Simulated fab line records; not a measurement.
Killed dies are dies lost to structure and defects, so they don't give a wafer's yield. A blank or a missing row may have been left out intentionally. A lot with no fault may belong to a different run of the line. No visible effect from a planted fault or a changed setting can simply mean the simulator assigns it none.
fab line records    flow sky130
record: lots: 12  wafers: 36  last_day: 50
route steps=708 shown SD_P@324 VIA1@459
lots that met no fault: from a run of the same line without faults
start_h: hours from the record's first day to the start of the lot's first wafer shown    wait_h: hours since the lot's step before    " the same as in the row above    L1.1+2: one row covering several wafers at once    - no value present, or no start provided    * or withheld: withheld    < > ~ a bound
route shown NAME@n: a module of which the file shows steps, and the number in the route of the first    usual: mean/standard deviation taken from wafers without a fault    same: alike in all rows    chamber/n: place in a boat    sites: readings site by site    _std_site: standard deviation across them    _edge_site: outer sites' mean less inner sites'    radius_mm: how far each site lies from the wafer's centre    mask NAME#n: copy n    behind: the last tool/chamber to shape the wafer    hold: reason for holding the lot/hours on hold/outcome of the hold    device: names the non-switching transistor (n, p or np)    end of line: the route-end tests of the same wafers    for a step that has no rows: nothing shown but its recipe    killed: at the first sort, the dies lost to defects and structure; wafer yield is something else    map: shows each die of a wafer: x if killed, . if not, _ if none is there
set.NAME: the run value of the setting; set.NAME@STEP: its run value at that earlier step    model.NAME: the simulator's own value behind a step, which no gauge read
a sample of lots followed through the steps of the route, with each step as a table and each wafer as a row
services: the hour from which a tool's chamber was out of use, counted from the record's first day as start_h (under 0 if before that day), plus the number of hours and why
== steps ==
step: SKY_SD_P_EXPOSE_04
recipe: mask_id: PSDM  na: 0.6  source_shape: conventional  sigma_outer: 0.6  polarization: unpolarized  target_cd_nm: 380  dose_mj: 138
lot.wafer   tool              chamber  start_h  wait_h  mask
L927.1+3+6  iline_stepper-01  0        576.34   -       PSDM#0
L928.1+4+5  iline_stepper-02  0        584.11   -       PSDM#0
L929.1+2+4  iline_stepper-02  0        592.28   -       PSDM#0
L933.1+2+6  iline_stepper-01  0        629.26   -       PSDM#0
L934.1+4+5  iline_stepper-01  0        636.68   -       PSDM#0
L935.3+5+6  iline_stepper-01  0        639.42   -       PSDM#0
L942.3+4+5  iline_stepper-02  0        706.85   -       PSDM#0
L945.1+4+5  iline_stepper-02  0        728.94   -       PSDM#0
L946.2+3+5  iline_stepper-02  0        739.00   -       PSDM#0
L947.1+4+5  iline_stepper-01  0        750.66   -       PSDM#0
L948.2+4+5  iline_stepper-02  0        763.13   -       PSDM#0
L949.1+2+3  iline_stepper-01  0        766.18   -       PSDM#0
step: SKY_SD_P_CD_MEAS_07
recipe: target_cd_nm: 380
usual: cd_nm: 379.9/2
lot.wafer  tool       chamber  start_h  wait_h  cd_nm
L927.1     cd_sem-01  -        591.24   0.1     378.5
L927.3     "          -        "        "       380.5
L927.6     "          -        "        "       380.0
L928.1     cd_sem-02  -        598.33   0.1     379.4
L928.4     "          -        "        "       380.6
L928.5     "          -        "        "       379.9
L929.1     cd_sem-02  -        607.03   0.1     381.7
L929.2     "          -        "        "       380.8
L929.4     "          -        "        "       379.5
L933.1     cd_sem-01  -        643.38   0.1     381.2
L933.2     "          -        "        "       381.1
L933.6     "          -        "        "       378.6
L934.1     cd_sem-01  -        650.81   0.1     372.1
L934.4     "          -        "        "       371.3
L934.5     "          -        "        "       376.3
L935.3     cd_sem-02  -        653.43   0.1     368.2
L935.5     "          -        "        "       376.6
L935.6     "          -        "        "       371.5
L942.3     cd_sem-02  -        720.63   0.1     377.3
L942.4     "          -        "        "       380.4
L942.5     "          -        "        "       380.5
L945.1     cd_sem-02  -        742.63   0.1     383.3
L945.4     "          -        "        "       382.6
L945.5     "          -        "        "       384.2
L946.2     cd_sem-02  -        753.00   0.1     376.4
L946.3     "          -        "        "       378.9
L946.5     "          -        "        "       377.8
L947.1     cd_sem-02  -        764.28   0.1     381.3
L947.4     "          -        "        "       378.9
L947.5     "          -        "        "       378.1
L948.2     cd_sem-01  -        776.61   0.1     377.3
L948.4     "          -        "        "       379.8
L948.5     "          -        "        "       376.6
L949.1     cd_sem-01  -        779.54   0.1     381.1
L949.2     "          -        "        "       383.3
L949.3     "          -        "        "       381.5
step: SKY_VIA1_THK_MEAS_01
recipe: reads: SiO2_of_VIA1_HDPCVD_00
usual: VIA1_HDPCVD_THK: 1026/13
lot.wafer  tool           chamber  start_h  wait_h  VIA1_HDPCVD_THK[nm]
L927.1     film_metro-03  -        769.85   0.1     1043
L927.3     "              -        "        "       1041
L927.6     "              -        "        "       1030
L928.1     film_metro-03  -        775.02   0.1     1019
L928.4     "              -        "        "       1031
L928.5     "              -        "        "       1007
L929.1     film_metro-03  -        785.11   0.1     1049
L929.2     "              -        "        "       1045
L929.4     "              -        "        "       1020
L933.1     film_metro-02  -        816.08   0.1     1024
L933.2     "              -        "        "       1007
L933.6     "              -        "        "       1039
L934.1     film_metro-04  -        826.07   0.1     1020
L934.4     "              -        "        "       1037
L934.5     "              -        "        "       1013
L935.3     film_metro-02  -        826.14   0.1     1035
L935.5     "              -        "        "       1018
L935.6     "              -        "        "       1032
L942.3     film_metro-03  -        888.44   0.1     1041
L942.4     "              -        "        "       1028
L942.5     "              -        "        "       1002
L945.1     film_metro-03  -        911.48   0.1     1055
L945.4     "              -        "        "       1013
L945.5     "              -        "        "       1059
L946.2     film_metro-03  -        919.19   0.1     1043
L946.3     "              -        "        "       1031
L946.5     "              -        "        "       1029
L947.1     film_metro-04  -        929.32   0.1     1024
L947.4     "              -        "        "       1033
L947.5     "              -        "        "       1028
L948.2     film_metro-03  -        940.44   0.1     1010
L948.4     "              -        "        "       1040
L948.5     "              -        "        "       1026
L949.1     film_metro-02  -        942.80   0.1     1004
L949.2     "              -        "        "       1021
L949.3     "              -        "        "       1013
step: SKY_VIA1_ETCH_14
recipe: chemistry: N2/H2  target: BARC  ion_energy_ev: 200  source_w: 500  bias_w: 100  pressure_mtorr: 30  n2_flow_sccm: 100  h2_flow_sccm: 200  stop_on: SiO2  time_s: 45.9  target_depth_a: 600
usual: bias_w: 100.00/0.29  drypump_motor_current_A: 5.7/0.41  oes_product_au: 0.855/0.0048  throttle_valve_pct: 13.226/0.009
lot.wafer  tool         chamber  start_h  wait_h  bias_w  drypump_motor_current_A  oes_product_au  rf_hours_counter_h  throttle_valve_pct
L927.1     rie_diel-01  2        797.29   0.0     99.62   5.9                      0.861           7                   13.229
L927.3     "            1        "        "       100.08  5.4                      0.849           1                   13.230
L927.6     "            3        "        "       99.36   6.0                      0.856           -                   13.234
L928.1     rie_diel-03  1        801.66   0.0     99.13   5.2                      0.862           11                  13.207
L928.4     "            3        "        "       100.21  5.0                      0.860           8                   13.226
L928.5     "            2        "        "       99.52   6.3                      0.855           -                   13.231
L929.1     rie_diel-01  1        811.51   0.0     99.73   5.4                      0.857           1                   13.235
L929.2     "            3        "        "       100.22  5.9                      0.859           18                  13.202
L929.4     "            1        "        "       99.84   5.4                      0.852           -                   13.236
L933.1     rie_diel-01  2        842.56   0.0     99.73   5.9                      0.852           9                   13.213
L933.2     "            0        "        "       100.35  5.6                      0.859           0                   13.229
L933.6     "            2        "        "       99.86   5.9                      0.853           -                   13.221
L934.1     rie_diel-03  3        853.26   0.0     100.07  5.1                      0.852           10                  13.244
L934.4     "            1        "        "       100.23  5.2                      0.861           13                  13.229
L934.5     "            1        "        "       100.35  5.2                      0.866           -                   13.218
L935.3     rie_diel-01  0        853.61   0.0     100.42  5.6                      0.855           1                   13.222
L935.5     "            1        "        "       99.85   5.4                      0.853           -                   13.222
L935.6     "            2        "        "       99.69   5.9                      0.856           -                   13.239
L942.3     rie_diel-01  1        914.11   0.0     99.82   5.4                      0.851           4                   13.209
L942.4     "            0        "        "       99.95   5.6                      0.857           2                   13.234
L942.5     "            2        "        "       100.16  5.9                      0.861           -                   13.239
L945.1     rie_diel-02  2        936.79   0.0     100.57  6.0                      0.857           8                   13.224
L945.4     "            0        "        "       99.59   4.8                      0.856           17                  13.226
L945.5     "            0        "        "       99.93   4.8                      0.855           -                   13.228
L946.2     rie_diel-01  0        944.76   0.0     100.16  5.6                      0.860           3                   13.218
L946.3     "            1        "        "       99.85   5.4                      0.852           5                   13.207
L946.5     "            3        "        "       100.09  6.0                      0.858           -                   13.209
L947.1     rie_diel-01  1        954.39   0.0     99.58   5.4                      0.850           5                   13.228
L947.4     "            1        "        "       100.06  5.4                      0.850           -                   13.236
L947.5     "            2        "        "       99.99   5.9                      0.847           -                   13.228
L948.2     rie_diel-01  2        965.08   0.0     99.71   5.9                      0.849           12                  13.226
L948.4     "            2        "        "       100.28  5.9                      0.852           -                   13.227
L948.5     "            0        "        "       100.36  5.6                      0.852           -                   13.232
L949.1     rie_diel-02  3        968.06   0.0     100.26  6.3                      0.850           7                   13.238
L949.2     "            1        "        "       100.12  5.8                      0.844           5                   13.223
L949.3     "            0        "        "       99.76   4.9                      0.858           17                  13.239
step: SKY_VIA1_RS_MEAS_22
recipe: thk_meas_gauge: four-point-probe  reads: W_of_VIA1_CVD_21+TiN_of_VIA1_SPUTTER_20
usual: VIA1_W_RS: 0.430/0.0056
lot.wafer  tool           chamber  start_h  wait_h  VIA1_W_RS[ohm/sq]
L927.1     film_metro-03  -        798.17   0.1     0.424
L927.3     "              -        "        "       0.437
L927.6     "              -        "        "       0.430
L928.1     film_metro-03  -        802.50   0.1     0.419
L928.4     "              -        "        "       0.422
L928.5     "              -        "        "       0.424
L929.1     film_metro-04  -        812.35   0.1     0.431
L929.2     "              -        "        "       0.431
L929.4     "              -        "        "       0.431
L933.1     film_metro-02  -        843.40   0.1     0.430
L933.2     "              -        "        "       0.436
L933.6     "              -        "        "       0.422
L934.1     film_metro-03  -        854.43   0.1     0.430
L934.4     "              -        "        "       0.429
L934.5     "              -        "        "       0.425
L935.3     film_metro-04  -        854.64   0.1     0.429
L935.5     "              -        "        "       0.429
L935.6     "              -        "        "       0.426
L942.3     film_metro-02  -        914.99   0.1     0.427
L942.4     "              -        "        "       0.424
L942.5     "              -        "        "       0.429
L945.1     film_metro-02  -        937.70   0.1     0.432
L945.4     "              -        "        "       0.437
L945.5     "              -        "        "       0.432
L946.2     film_metro-03  -        945.86   0.1     0.420
L946.3     "              -        "        "       0.418
L946.5     "              -        "        "       0.414
L947.1     film_metro-03  -        955.26   0.1     0.418
L947.4     "              -        "        "       0.420
L947.5     "              -        "        "       0.420
L948.2     film_metro-03  -        965.93   0.1     0.432
L948.4     "              -        "        "       0.428
L948.5     "              -        "        "       0.436
L949.1     film_metro-03  -        969.42   0.2     0.435
L949.2     "              -        "        "       0.437
L949.3     "              -        "        "       0.437
== services ==
tool              chamber  start_h  hours  kind
iline_stepper-02  -        566.36   8.6    repair
iline_stepper-02  -        575.01   1.7    pm
rie_diel-02       2        586.27   39.3   repair
iline_stepper-01  -        603.63   1.7    pm
rie_diel-03       1        609.17   4.8    repair
iline_stepper-02  -        645.67   2.1    pm
rie_diel-02       3        646.84   5.1    repair
rie_diel-03       2        647.82   7.7    repair
rie_diel-01       3        674.53   6.9    repair
rie_diel-01       0        680.12   9.9    repair
rie_diel-02       0        697.32   6.4    repair
rie_diel-01       -        714.24   5.7    repair
rie_diel-03       0        727.04   2.8    repair
rie_diel-01       0        728.48   3.9    repair
rie_diel-01       0        738.54   7.4    repair
rie_diel-02       -        740.99   1.0    repair
rie_diel-01       2        772.10   7.7    repair
iline_stepper-02  -        782.24   9.0    repair
iline_stepper-02  -        791.19   1.7    pm
rie_diel-01       0        791.59   8.7    repair
iline_stepper-01  -        821.81   1.7    pm
iline_stepper-01  -        907.41   4.4    pm
rie_diel-01       0        933.72   4.5    repair
iline_stepper-01  -        950.75   3.3    repair
== key ==
first_sign: step: SKY_SD_P_CD_MEAS_07  reading: cd_nm  direction: down  sigmas: 3.5  usual: 379.9  struck: 372.7  wafers_moved: 5
effect none on later readings
met_at SKY_SD_P_EXPOSE_04
struck_lots L934,L935
tester_left_out L934,L935
not_acting_at SKY_VIA1_THK_MEAS_01,SKY_VIA1_ETCH_14,SKY_VIA1_RS_MEAS_22
onset_between 629.26 636.68
fault: kind: process_parameter_drift  tool: iline_stepper-01  chamber: -  onset_h: 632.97  steps: SKY_SD_P_EXPOSE_04  channel: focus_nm  offset: 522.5  spread_by_wafer: 0.3  shape: step  end_h: 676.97
tester_left_out: of these lots the tester's yield and bins aren't shown, on N5 and GAA mostly nor the transistor test; their killed dies are dies lost to structure and defects alone, not to doping, threshold or leakage, so they don't give the yield
